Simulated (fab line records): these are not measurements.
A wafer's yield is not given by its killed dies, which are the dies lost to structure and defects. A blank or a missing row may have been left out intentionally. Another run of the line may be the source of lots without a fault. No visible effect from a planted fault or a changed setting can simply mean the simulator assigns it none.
Lot-split experiment || flow sky130 || 23 wafers read from 5 lots, route of 708 steps

== THE SPLIT ITSELF ==
At SKY_SD_N_DEVELOP_06 (develop time 60 s), the setting dev temp c was moved away from the recipe's 23 C on 10 of the 23 wafers read, by -11.6% to +4.1%. This setting was run at the recipe's value on the other wafers.

Split to reading: the file shows no intervening step.

== THE READING ==
cd nm at SKY_SD_N_CD_MEAS_07, given in nm (cd target 380 nm). Fault-free wafers of this fab line usually give 379.0 nm, standard deviation 2.3 nm.

{"wafer": "L076.1", "tool, chamber at the split": "litho track-04, 0", "dev temp c as run, C": 23, "against the recipe": "recipe", "cd nm, nm": 381.9, "against lot-mates on the recipe": "-"}
{"wafer": "L076.2", "tool, chamber at the split": "litho track-04, 0", "dev temp c as run, C": 21.35, "against the recipe": "-7.2%", "cd nm, nm": 387.6, "against lot-mates on the recipe": "+6.3"}
{"wafer": "L076.3", "tool, chamber at the split": "litho track-04, 0", "dev temp c as run, C": 21.35, "against the recipe": "-7.2%", "cd nm, nm": 387.0, "against lot-mates on the recipe": "+5.7"}
{"wafer": "L076.4", "tool, chamber at the split": "litho track-04, 0", "dev temp c as run, C": 23, "against the recipe": "recipe", "cd nm, nm": 382.2, "against lot-mates on the recipe": "-"}
{"wafer": "L076.5", "tool, chamber at the split": "litho track-04, 0", "dev temp c as run, C": 23, "against the recipe": "recipe", "cd nm, nm": 379.8, "against lot-mates on the recipe": "-"}
{"wafer": "L078.2", "tool, chamber at the split": "litho track-02, 0", "dev temp c as run, C": 23, "against the recipe": "recipe", "cd nm, nm": 378.8, "against lot-mates on the recipe": "-"}
{"wafer": "L078.5", "tool, chamber at the split": "litho track-02, 0", "dev temp c as run, C": 23, "against the recipe": "recipe", "cd nm, nm": 380.4, "against lot-mates on the recipe": "-"}
{"wafer": "L078.6", "tool, chamber at the split": "litho track-02, 0", "dev temp c as run, C": 23, "against the recipe": "recipe", "cd nm, nm": 377.9, "against lot-mates on the recipe": "-"}
{"wafer": "L079.2", "tool, chamber at the split": "litho track-04, 0", "dev temp c as run, C": 23, "against the recipe": "recipe", "cd nm, nm": 383.5, "against lot-mates on the recipe": "-"}
{"wafer": "L079.3", "tool, chamber at the split": "litho track-04, 0", "dev temp c as run, C": 20.34, "against the recipe": "-11.6%", "cd nm, nm": 388.7, "against lot-mates on the recipe": "+6.1"}
{"wafer": "L079.4", "tool, chamber at the split": "litho track-04, 0", "dev temp c as run, C": 20.34, "against the recipe": "-11.6%", "cd nm, nm": 387.5, "against lot-mates on the recipe": "+4.9"}
{"wafer": "L079.5", "tool, chamber at the split": "litho track-04, 0", "dev temp c as run, C": 20.34, "against the recipe": "-11.6%", "cd nm, nm": 388.2, "against lot-mates on the recipe": "+5.6"}
{"wafer": "L079.6", "tool, chamber at the split": "litho track-04, 0", "dev temp c as run, C": 23, "against the recipe": "recipe", "cd nm, nm": 381.7, "against lot-mates on the recipe": "-"}
{"wafer": "L080.1", "tool, chamber at the split": "litho track-04, 0", "dev temp c as run, C": 20.75, "against the recipe": "-9.8%", "cd nm, nm": 385.3, "against lot-mates on the recipe": "+5.6"}
{"wafer": "L080.2", "tool, chamber at the split": "litho track-04, 0", "dev temp c as run, C": 23, "against the recipe": "recipe", "cd nm, nm": 379.9, "against lot-mates on the recipe": "-"}
{"wafer": "L080.3", "tool, chamber at the split": "litho track-04, 0", "dev temp c as run, C": 23, "against the recipe": "recipe", "cd nm, nm": 379.2, "against lot-mates on the recipe": "-"}
{"wafer": "L080.4", "tool, chamber at the split": "litho track-04, 0", "dev temp c as run, C": 20.75, "against the recipe": "-9.8%", "cd nm, nm": 386.7, "against lot-mates on the recipe": "+7.0"}
{"wafer": "L080.5", "tool, chamber at the split": "litho track-04, 0", "dev temp c as run, C": 23, "against the recipe": "recipe", "cd nm, nm": 380.1, "against lot-mates on the recipe": "-"}
{"wafer": "L085.1", "tool, chamber at the split": "litho track-02, 0", "dev temp c as run, C": 23.95, "against the recipe": "+4.1%", "cd nm, nm": 378.9, "against lot-mates on the recipe": -1.6}
{"wafer": "L085.2", "tool, chamber at the split": "litho track-02, 0", "dev temp c as run, C": 23, "against the recipe": "recipe", "cd nm, nm": 379.9, "against lot-mates on the recipe": "-"}
{"wafer": "L085.3", "tool, chamber at the split": "litho track-02, 0", "dev temp c as run, C": 23, "against the recipe": "recipe", "cd nm, nm": 381.0, "against lot-mates on the recipe": "-"}
{"wafer": "L085.5", "tool, chamber at the split": "litho track-02, 0", "dev temp c as run, C": 23.95, "against the recipe": "+4.1%", "cd nm, nm": 379.2, "against lot-mates on the recipe": -1.2}
{"wafer": "L085.6", "tool, chamber at the split": "litho track-02, 0", "dev temp c as run, C": 23.95, "against the recipe": "+4.1%", "cd nm, nm": 379.3, "against lot-mates on the recipe": -1.1}

FIT RESULTS
A straight line over all 23 wafers: cd nm changes by -0.626 nm for each +1% of dev temp c; r = -0.92; the points scatter about the line by 1.4 nm.
The same after taking each lot's own level away (the mean of its wafers on the recipe; 23 wafers): -0.535 nm for each +1%; r = -0.94; scatter 1.1 nm.
The reading moves by 6.2 nm for the largest change in dev temp c, on that fit.
From 379.03 to 382.60 nm: that is the span of the lots' own levels, equal to 1.6 times the standard deviation above.
So the lot-to-lot level changes the slope: the two fits differ.
Check: +6.59 nm against its lot-mates is what the line predicts for one of the wafers moved furthest among these (-11.6%) when that wafer is left out of the fit. Against them it came out at +6.1 nm.

== ADDITIONAL SPLITS CARRIED BY THESE WAFERS ==
Before the reading, these wafers also passed through other splits. Each is held against what the fit with the lots' levels taken away leaves over:
{"other split on the same wafers": "SKY_POLY_GATE_ETCH_16 bias w", "wafers away from the commonest value": 9, "r with cd nm (lot level and that fit taken away)": "+0.35"}
{"other split on the same wafers": "SKY_LDD_P_SOFTBAKE_03 temp c", "wafers away from the commonest value": 10, "r with cd nm (lot level and that fit taken away)": "+0.01"}
{"other split on the same wafers": "SKY_LDD_P_DEVELOP_06 dev temp c", "wafers away from the commonest value": 7, "r with cd nm (lot level and that fit taken away)": -0.01}
{"other split on the same wafers": "SKY_LDD_HVN_IMPLANT_08 energy kev", "wafers away from the commonest value": 5, "r with cd nm (lot level and that fit taken away)": "+0.35"}
{"other split on the same wafers": "SKY_LDD_HVP_IMPLANT_08 dose cm2", "wafers away from the commonest value": 4, "r with cd nm (lot level and that fit taken away)": "+0.39"}
{"other split on the same wafers": "SKY_POLY_CUT_COAT_03 spin rpm", "wafers away from the commonest value": 9, "r with cd nm (lot level and that fit taken away)": "+0.05"}
{"other split on the same wafers": "SKY_POLY_CUT_ETCH_10 ion energy ev", "wafers away from the commonest value": 11, "r with cd nm (lot level and that fit taken away)": "+0.14"}
{"other split on the same wafers": "SKY_SD_P_DEVELOP_06 develop time s", "wafers away from the commonest value": 10, "r with cd nm (lot level and that fit taken away)": "+0.12"}
{"other split on the same wafers": "SKY_RES_XHIGH_COAT_02 resist thk nm", "wafers away from the commonest value": 10, "r with cd nm (lot level and that fit taken away)": "+0.00"}

== THE FILE'S OWN FIT ==
cd nm changes by -0.582 nm for each +1% of dev temp c, r = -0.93.
